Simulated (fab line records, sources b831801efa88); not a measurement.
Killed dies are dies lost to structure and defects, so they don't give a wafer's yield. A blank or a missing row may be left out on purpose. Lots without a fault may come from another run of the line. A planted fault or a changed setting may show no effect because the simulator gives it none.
A struck lot beside a sound one | flow sky130 | 31 steps out of a route of 708
Sound: wafers L861.2, L861.4, L861.6. Struck: wafer L849.6. (L849.2 of the same lot was not struck and is left out.) The cause comes at the end.
At each step with rows: each side's tool, then ch and its chambers, then its first start. Under that, the readings that differ: sound wafers | struck wafers | difference of the means | sigmas: that difference in standard deviations of wafers without a fault.
alike: readings whose means differ by less than 2 such deviations, and words and numbers that are the same on both sides. not compared: withheld readings, readings that some wafer has no value for, bounds like >300 that may hide the same value, and numbers for which the record gives no deviation and whose values overlap.
The two part at a step that has a row with sigmas, a row that says differs or no value, or rows on one side only. Numbers that don't overlap but have no deviation are shown without sigmas and don't part them. A reading that every wafer of one side lacks parts them only if that side has two wafers or more.

SKY_LI_CONTACT_OVL_MEAS_13:
  sound on overlay-02, day 35 21:38; struck on overlay-01, day 31 17:51
  alike: LI_CONTACT_OVL
SKY_LI_CONTACT_ETCH_14: etches BARC in N2/H2, stops on SiO2, time 45.9 s, target depth 60 nm.
  sound on rie_diel-03 ch 0,1, day 35 21:40; struck on rie_diel-03 ch 3, day 31 17:53
  reading                | sound                | struck | difference | sigmas
  throttle_valve_pct (%) | 13.230 13.233 13.213 | 13.207 | -0.018     | -2
  alike: drypump_motor_current_A, oes_product_au
  not compared: rf_hours_counter_h
then, 5 steps without rows for these wafers: SKY_LI_CONTACT_ETCH_15 (etches PSG in C4F8/O2/Ar, stops on Si, target depth 600 nm); SKY_LI_CONTACT_STRIP_16 (strips in O2/N2); SKY_LI_CONTACT_CLEAN_17 (cleans in NMP, time 600 s); SKY_LI_CONTACT_PRE_CLEAN_18 (time 5.6 s); SKY_LI_CONTACT_SPUTTER_19 (material Ti, target thk 20 nm, time 106.37 s).
SKY_LI_CONTACT_SPUTTER_20: material TiN, target thk 20 nm, time 80 s.
  sound on pvd_sputter-01, day 35 22:10; struck on pvd_sputter-02, day 31 18:23
  alike: throttle_valve_pct
then, 1 step without rows for these wafers: SKY_LI_CONTACT_CVD_21 (deposits W, target thk 400 nm, time 120.56 s).
SKY_LI_CONTACT_RS_MEAS_22: measures by four-point-probe.
  sound on film_metro-04, day 35 22:30; struck on film_metro-02, day 31 18:35
  alike: LI_CONTACT_W_RS
SKY_LI_CONTACT_THK_MEAS_23: measures by xrf.
  sound on film_metro-04, day 35 22:37; struck on film_metro-02, day 31 18:41
  alike: LI_CONTACT_W_THK
SKY_LI_CONTACT_CMP_24: polishes, stops on PSG, t overpolish 20 s, target thk 0 nm.
  sound on cmp-02 ch 0,2, day 35 22:43; struck on cmp-02 ch 2, day 31 18:47
  alike: motor_current_A, overpolish_run_s, slurry_flow_ml_min, time_to_endpoint_s
SKY_LOCAL_INTERCONNECT_SPUTTER_00: material TiN, target thk 100 nm, time 83.3 s.
  sound on pvd_sputter-04, day 35 22:58; struck on pvd_sputter-03, day 31 19:02
  reading                                                | sound            | struck | difference | sigmas
  model.TiN_of_LOCAL_INTERCONNECT_SPUTTER_00.thk_nm (nm) | 97.61 98.91 99.1 | 102.9  | +4.4       |
  alike: throttle_valve_pct
SKY_LOCAL_INTERCONNECT_RS_MEAS_01: measures by four-point-probe.
  sound on film_metro-03, day 35 23:02; struck on film_metro-03, day 31 19:08
  reading                            | sound             | struck | difference | sigmas
  LOCAL_INTERCONNECT_TIN_RS (ohm/sq) | 14.50 14.32 14.29 | 13.75  | -0.62      | -5
SKY_LOCAL_INTERCONNECT_THK_MEAS_02: measures by xrf.
  sound on film_metro-03, day 35 23:09; struck on film_metro-03, day 31 19:14
  reading                         | sound          | struck | difference | sigmas
  LOCAL_INTERCONNECT_TIN_THK (nm) | 98.4 99.5 99.8 | 103.8  | +4.6       | +4
then, 8 steps without rows for these wafers: SKY_LOCAL_INTERCONNECT_DEHYDRATE_03 (time 60 s); SKY_LOCAL_INTERCONNECT_HMDS_04 (prime time 60 s); SKY_LOCAL_INTERCONNECT_COAT_05 (resist thk 60 nm); SKY_LOCAL_INTERCONNECT_COAT_06 (resist thk 450 nm); SKY_LOCAL_INTERCONNECT_SOFTBAKE_07 (time 90 s); SKY_LOCAL_INTERCONNECT_EXPOSE_08 (exposes mask LI1M, target cd 170 nm); SKY_LOCAL_INTERCONNECT_PEB_09; SKY_LOCAL_INTERCONNECT_DEVELOP_10 (develop time 60 s).
SKY_LOCAL_INTERCONNECT_CD_MEAS_11: target cd 170 nm.
  sound on cd_sem-01, day 37 00:38; struck on cd_sem-01, day 32 21:17
  alike: cd_nm
SKY_LOCAL_INTERCONNECT_OVL_MEAS_12:
  sound on overlay-02, day 37 00:44; struck on overlay-01, day 32 21:23
  alike: LOCAL_INTERCONNECT_OVL
SKY_LOCAL_INTERCONNECT_ETCH_13: etches BARC in N2/H2, stops on SiO2, time 45.9 s, target depth 60 nm.
  sound on rie_metal-01 ch 0,1, day 37 00:46; struck on rie_metal-02 ch 0, day 32 21:25
  reading               | sound             | struck | difference | sigmas
  oes_product_au (a.u.) | 0.859 0.857 0.858 | 0.848  | -0.010     | -2
  alike: drypump_motor_current_A, throttle_valve_pct
  not compared: rf_hours_counter_h
SKY_LOCAL_INTERCONNECT_METAL_ETCH_14: etches TiN in Cl2/BCl3, stops on PSG, target depth 110 nm, time 31.4 s.
  sound on rie_metal-01 ch 0,1, day 37 00:50; struck on rie_metal-02 ch 0, day 32 21:29
  reading                                        | sound             | struck | difference | sigmas
  oes_product_au (a.u.)                          | 0.937 0.930 0.932 | 0.958  | +0.025     | +4
  model.LOCAL_INTERCONNECT.feature_depth_nm (nm) | 97.61 98.91 99.1  | 102.9  | +4.4       |
  model.etch.depth_nm (nm)                       | 97.61 98.91 99.1  | 102.9  | +4.4       |
  alike: drypump_motor_current_A, throttle_valve_pct
  not compared: rf_hours_counter_h
SKY_LOCAL_INTERCONNECT_STRIP_15: strips in O2/N2.
  sound on plasma_asher-03 ch 0, day 37 00:53; struck on plasma_asher-02 ch 1, day 32 21:32
  alike: drypump_motor_current_A, oes_product_au, strip_time_to_endpoint_s
  not compared: rf_hours_counter_h
SKY_LOCAL_INTERCONNECT_STRIP_16: strips in post etch residue remover, time 1200 s.
  sound on wet_bench-01 ch 1, day 37 00:59; struck on wet_bench-03 ch 1, day 32 21:38
  reading                                                | sound             | struck | difference | sigmas
  model.TiN_of_LOCAL_INTERCONNECT_SPUTTER_00.thk_nm (nm) | 97.19 98.49 98.68 | 102.5  | +4.4       |
  alike: temp_c
then, 1 step without rows for these wafers: SKY_LOCAL_INTERCONNECT_CLEAN_17 (cleans in IPA, time 180 s).
-- the record jumps here: 15 days lie between the struck wafers' starts before and after (it left off in module LOCAL_INTERCONNECT and takes up again in module PAD_OPEN, whose first step shown is number 708 of the route) --
SKY_PAD_OPEN_PROBE_99:
  sound on prober-02, day 50 14:00; struck on prober-02, day 48 03:15
  reading                        | sound             | struck | difference | sigmas
  killed_at_other                | 0 0 0             | 2      | +2         | +3
  model.etest.res_li.line_ohm_um | 77.88 75.45 76.38 | 72.48  | -4.09      |
  model.etest.res_li.rs_ohm_sq   | 12.99 12.88 12.82 | 12.38  | -0.52      |
  alike: killed_at_M0_to_M3, killed_at_M4_up, killed_at_contacts, killed_at_front_end, killed_dies, killed_open, killed_short

WHERE THEY PART
First at SKY_LI_CONTACT_ETCH_14; last, within this record, at SKY_PAD_OPEN_PROBE_99.

WHY: what the simulator had put in
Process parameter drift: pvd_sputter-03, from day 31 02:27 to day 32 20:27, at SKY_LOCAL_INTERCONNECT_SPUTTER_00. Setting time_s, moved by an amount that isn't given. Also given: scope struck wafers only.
